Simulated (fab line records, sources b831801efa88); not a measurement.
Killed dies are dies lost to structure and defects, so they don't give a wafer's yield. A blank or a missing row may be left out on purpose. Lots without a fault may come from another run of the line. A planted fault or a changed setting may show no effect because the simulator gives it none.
Chamber matching | flow sky130 | SKY_FIELD_ISO_CMP_27 on cmp-02: 4 sister chambers
The step polishes, stops on Si3N4, t overpolish 16 s, target thk 457.8 nm. 8 wafers are shown with their chamber, then 8 later ones without.

WAFERS WITH THEIR CHAMBER
wafer  | chamber | motor_current_A (A) | time_to_endpoint_s (s)
L913.5 | 0       | 10.7                | 111
L914.4 | 0       | 10.2                | 116
L914.5 | 3       | 11.8                | 111
L914.6 | 2       | 13.9                | 114
L919.1 | 1       | 12.5                | 116
L919.5 | 2       | 13.0                | 113
L919.6 | 3       | 12.1                | 108
L923.1 | 1       | 13.1                | 112

WAFERS WITHOUT THEIR CHAMBER
wafer  | motor_current_A (A) | time_to_endpoint_s (s)
L923.3 | 11.5                | 109
L923.5 | 10.6                | 108
L924.1 | 12.3                | 113
L924.2 | 11.8                | 110
L924.5 | 13.5                | 114
L925.1 | 11.9                | 107
L925.5 | 11.7                | 114
L925.6 | 13.0                | 114

WHICH CHAMBER EACH WENT THROUGH
wafer  | from the rows above          | in truth
L923.3 | can't be placed: 3 or 0      | 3
L923.5 | can't be placed: 0 or 3      | 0
L924.1 | can't be placed: 1 or 3 or 2 | 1
L924.2 | 3                            | 3
L924.5 | can't be placed: 2 or 1      | 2
L925.1 | 3                            | 3
L925.5 | can't be placed: 3 or 1 or 0 | 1
L925.6 | can't be placed: 1 or 2      | 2
Placed correctly: 2 of 8. Can't be placed from these rows: 6 (the true chamber is among the candidates in 6). Placed wrongly: 0.
How it was worked out, from the rows above alone: a wafer's distance from a chamber is the root of the sum, over the readings, of the square of ((its reading less the chamber's mean) divided by the reading's scatter). The wafer belongs to the nearest chamber; if the next one is less than 2 further off, it can't be placed. A chamber's mean is the mean of its shown wafers. The scatter: the root of (the sum of the squares of (reading less its chamber's mean) over the shown wafers, divided by (wafers less chambers)).
